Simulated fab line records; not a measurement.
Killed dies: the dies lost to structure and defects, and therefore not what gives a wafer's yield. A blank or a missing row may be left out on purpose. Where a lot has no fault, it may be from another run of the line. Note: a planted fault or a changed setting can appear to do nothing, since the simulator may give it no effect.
The same fault as seen by 2 desks / flow sky130 / each desk has only its own numbers; what lay behind them comes last

## DESK OF THE TOOL OWNER: pvd sputter-03
The tool's own readings at SKY_LOCAL_INTERCONNECT_SPUTTER_00 (material TiN, target thk 100 nm, time 83.3 s): means of the sampled wafers that have a number, for each lot that ran on this tool. If a lot's mean is further than 4 standard deviations from the usual mean, the lot is out of limits and carries the mark OUT (the distance appears in the brackets).
Columns: A = susceptor temp C at SKY_LOCAL_INTERCONNECT_SPUTTER_00, usual 300.02 C; B = throttle valve pct at SKY_LOCAL_INTERCONNECT_SPUTTER_00, usual 29.5 %
lot=L957; first seen here=day 32 01:17; A=-; B=29.0
lot=L958; first seen here=day 32 08:34; A=-; B=29.8
lot=L961; first seen here=day 33 02:57; A=-; B=28.9
lot=L969; first seen here=day 36 01:04; A=300.00; B=29.0
lot=L971; first seen here=day 36 17:29; A=300.20; B=28.8
This desk found nothing out of limits on any of the 5 lots.

## AT THE METROLOGY DESK
What the gauges read, lot by lot, whatever tool the lot ran on: means of the sampled wafers that have a number. If a lot's mean is further than 4 standard deviations from the usual mean, the lot is out of limits and carries the mark OUT (the distance appears in the brackets).
Columns: A = SD_P_OVL at SKY_SD_P_OVL_MEAS_08, usual 0.8 nm; B = LI_CONTACT_BOW at SKY_LI_CONTACT_BOW_MEAS_03, usual 58 um; C = LOCAL_INTERCONNECT_TIN_RS at SKY_LOCAL_INTERCONNECT_RS_MEAS_01, usual 13.81 ohm/sq; D = LOCAL_INTERCONNECT_TIN_THK at SKY_LOCAL_INTERCONNECT_THK_MEAS_02, usual 101.3 nm
lot=L949; first seen here=day 26 04:27; A=0.8; B=56; C=14.08; D=99.9
lot=L950; first seen here=day 26 04:46; A=0.0; B=57; C=14.18; D=97.9
lot=L957; first seen here=day 28 10:22; A=1.7; B=52; C=14.46; D=96.3
lot=L958; first seen here=day 28 17:54; A=0.8; B=65; C=14.56; D=96.8
lot=L961; first seen here=day 29 12:58; A=2.4; B=56; C=14.51; D=97.3
lot=L968; first seen here=day 32 07:16; A=2.8; B=62; C=13.83; D=100.9
lot=L969; first seen here=day 32 14:35; A=0.2; B=52; C=13.70; D=102.4
lot=L970; first seen here=day 33 06:46; A=1.3; B=64; C=13.72; D=102.1
lot=L971; first seen here=day 33 07:40; A=0.5; B=53; C=13.58; D=102.2
lot=L972; first seen here=day 34 00:58; A=2.5; B=60; C=13.68; D=101.4
This desk found nothing out of limits on any of the 10 lots.

## TAKEN TOGETHER
The tool owner's desk saw nothing out of limits.
From the metrology desk's view, nothing was out of limits.

## WHAT THE SIMULATOR PUT IN
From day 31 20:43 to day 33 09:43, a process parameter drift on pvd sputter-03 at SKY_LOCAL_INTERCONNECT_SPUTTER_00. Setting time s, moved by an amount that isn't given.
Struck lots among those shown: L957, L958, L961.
